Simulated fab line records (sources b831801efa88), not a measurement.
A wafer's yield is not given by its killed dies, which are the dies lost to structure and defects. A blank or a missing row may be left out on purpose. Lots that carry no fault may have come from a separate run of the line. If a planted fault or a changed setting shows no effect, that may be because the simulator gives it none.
What tool caused it? + flow sky130 + 15 lots, 45 wafers sampled, at 4 steps of a route of 708

== WHAT EACH GAUGE READ, for each wafer ==
SKY_FIELD_ISO_CD_MEAS_13: target cd 150 nm.
| lot  | measured    | on        | cd-nm (nm)        |
|------|-------------|-----------|-------------------|
| L521 | day 2 04:02 | cd-sem-02 | 151.6 150.6 150.7 |
| L523 | day 2 19:04 | cd-sem-02 | 148.2 148.4 148.1 |
| L524 | day 3 00:23 | cd-sem-02 | 146.9 147.3 149.8 |
| L525 | day 3 03:41 | cd-sem-02 | 148.7 148.5 148.6 |
| L526 | day 3 10:10 | cd-sem-01 | 152.4 153.4 151.6 |
| L527 | day 3 14:40 | cd-sem-01 | 150.8 151.1 150.6 |
| L530 | day 4 08:40 | cd-sem-02 | 152.6 152.2 152.7 |
| L533 | day 4 18:52 | cd-sem-01 | 145.8 148.1 148.1 |
| L534 | day 5 00:10 | cd-sem-02 | 150.3 149.3 149.7 |
| L535 | day 5 05:13 | cd-sem-02 | 151.7 151.9 152.5 |
| L536 | day 5 11:11 | cd-sem-02 | 150.0 148.6 148.9 |
| L538 | day 5 21:40 | cd-sem-02 | 149.4 148.8 149.1 |
| L542 | day 6 20:14 | cd-sem-01 | 152.5 151.1 150.6 |
| L543 | day 7 06:14 | cd-sem-02 | 149.0 149.6 148.9 |
| L544 | day 7 06:22 | cd-sem-02 | 151.3 151.0 150.8 |

SKY_FIELD_ISO_THK_MEAS_25.
| lot  | measured    | on            | FIELD_ISO_CVD_24_THK (nm) |
|------|-------------|---------------|---------------------------|
| L521 | day 2 06:00 | film-metro-02 | 593 590 588               |
| L523 | day 2 21:01 | film-metro-01 | 594 586 594               |
| L524 | day 3 02:21 | film-metro-01 | 595 599 591               |
| L525 | day 3 05:40 | film-metro-02 | 582 580 586               |
| L526 | day 3 12:16 | film-metro-03 | 586 594 590               |
| L527 | day 3 16:38 | film-metro-02 | 607 596 601               |
| L530 | day 4 11:41 | film-metro-01 | 594 592 596               |
| L533 | day 4 20:49 | film-metro-01 | 591 593 589               |
| L534 | day 5 02:44 | film-metro-02 | 602 600 601               |
| L535 | day 5 07:11 | film-metro-01 | 597 593 595               |
| L536 | day 5 13:49 | film-metro-01 | 600 606 601               |
| L538 | day 6 03:37 | film-metro-01 | 593 599 584               |
| L542 | day 6 22:41 | film-metro-02 | 601 586 593               |
| L543 | day 7 08:24 | film-metro-01 | 587 592 596               |
| L544 | day 7 09:35 | film-metro-02 | 593 595 592               |

SKY_LI_CONTACT_OVL_MEAS_13.
| lot  | measured     | on         | LI_CONTACT_OVL (nm) |
|------|--------------|------------|---------------------|
| L521 | day 28 19:47 | overlay-02 | 3 6 7               |
| L523 | day 29 18:12 | overlay-02 | -2 -6 -1            |
| L524 | day 30 01:55 | overlay-01 | 7 3 14              |
| L525 | day 30 07:01 | overlay-02 | 6 -2 4              |
| L526 | day 30 18:19 | overlay-02 | -3 0 0              |
| L527 | day 31 03:31 | overlay-02 | 3 -3 -4             |
| L530 | day 32 08:19 | overlay-02 | -1 4 -5             |
| L533 | day 33 11:09 | overlay-01 | -4 -6 -5            |
| L534 | day 33 04:01 | overlay-02 | 1 1 -4              |
| L535 | day 33 12:41 | overlay-01 | -2 3 1              |
| L536 | day 34 02:52 | overlay-02 | -8 1 -1             |
| L538 | day 36 04:38 | overlay-01 | 2 4 -7              |
| L542 | day 36 05:58 | overlay-01 | -2 -1 0             |
| L543 | day 36 12:37 | overlay-01 | -9 -3 -8            |
| L544 | day 36 08:49 | overlay-01 | -5 1 -9             |

== WHAT TOOL EACH LOT RAN ON (gives the tool, then ch and the chambers of the sampled wafers, and finally the start) ==
| lot  | SKY_RES_XHIGH_SOFTBAKE_03         |
|------|-----------------------------------|
| L521 | litho-track-04 ch 0, day 25 15:38 |
| L523 | litho-track-03 ch 0, day 26 18:42 |
| L524 | litho-track-04 ch 0, day 27 00:44 |
| L525 | litho-track-03 ch 0, day 27 09:04 |
| L526 | litho-track-01 ch 0, day 27 21:10 |
| L527 | litho-track-03 ch 0, day 28 04:19 |
| L530 | litho-track-01 ch 0, day 29 10:16 |
| L533 | litho-track-01 ch 0, day 30 11:47 |
| L534 | litho-track-03 ch 0, day 30 07:25 |
| L535 | litho-track-03 ch 0, day 30 14:34 |
| L536 | litho-track-03 ch 0, day 31 06:43 |
| L538 | litho-track-04 ch 0, day 33 07:05 |
| L542 | litho-track-04 ch 0, day 33 08:20 |
| L543 | litho-track-04 ch 0, day 33 16:44 |
| L544 | litho-track-04 ch 0, day 33 12:20 |
- SKY_RES_XHIGH_SOFTBAKE_03: time 60 s.

== WHAT THE TOOLS THEMSELVES READ (means of the sampled wafers that have a number; where no wafer has one, the mark that the record gives instead) ==
SKY_RES_XHIGH_SOFTBAKE_03.
| lot  | tool           | run-length-s (s) |
|------|----------------|------------------|
| L521 | litho-track-04 | 89.09            |
| L523 | litho-track-03 | 89.14            |
| L524 | litho-track-04 | 89.24            |
| L525 | litho-track-03 | 89.20            |
| L526 | litho-track-01 | 88.96            |
| L527 | litho-track-03 | 89.35            |
| L530 | litho-track-01 | 89.26            |
| L533 | litho-track-01 | 89.11            |
| L534 | litho-track-03 | 106.99           |
| L535 | litho-track-03 | 107.00           |
| L536 | litho-track-03 | 106.90           |
| L538 | litho-track-04 | 89.03            |
| L542 | litho-track-04 | 89.14            |
| L543 | litho-track-04 | 89.17            |
| L544 | litho-track-04 | 89.10            |

== THE ANSWER, worked out from the rows above alone ==
Rule: the usual values come from the lots themselves. Put in order of their means at a reading, lots are off if they are a third of the lots or fewer, leave a main group of 4 or more, and stand apart from it by a gap of 3 or more times the standard deviation of the main group's means; of several such gaps the widest counts. The tables above print the reading to a certain number of digits; a main group whose means all agree to those digits is not used. Also off: a lot with no number at a reading for which 4 or more lots have one. The other lots that the step has rows for count as sound. Order of review: gauges by route order, followed by the tools' own readings, for which a lot's mean as printed above is used. The first step at which some lot is off is used, and at that step the reading that is off furthest; a lot without a number counts as furthest.
Off at SKY_RES_XHIGH_SOFTBAKE_03 (run-length-s): L534, L535, L536. Mean 89.15 s and standard deviation 0.1 in the main group.
A tool fits if, at that step or a process step before it, it ran every lot that is off, and no sound lot after the first of them. One fits: SKY_RES_XHIGH_SOFTBAKE_03 on litho-track-03. A fault onset in the window from L527 (day 28 04:19, its last sound lot) to L534 (day 30 07:25, its first lot off) fits.
On the lots that are off, the tool's own readings at SKY_RES_XHIGH_SOFTBAKE_03 differ by more than 5 times the standard deviation of the sound lots' means, which bears it out; run-length-s reads 106.96 s there versus 89.15 s on the sound lots.

== WHAT THE SIMULATOR HAD PUT IN ==
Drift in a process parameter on litho-track-03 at SKY_RES_XHIGH_SOFTBAKE_03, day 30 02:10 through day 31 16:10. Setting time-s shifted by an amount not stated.
Struck lots among those shown: L534, L535, L536. Same finding as the rule above.
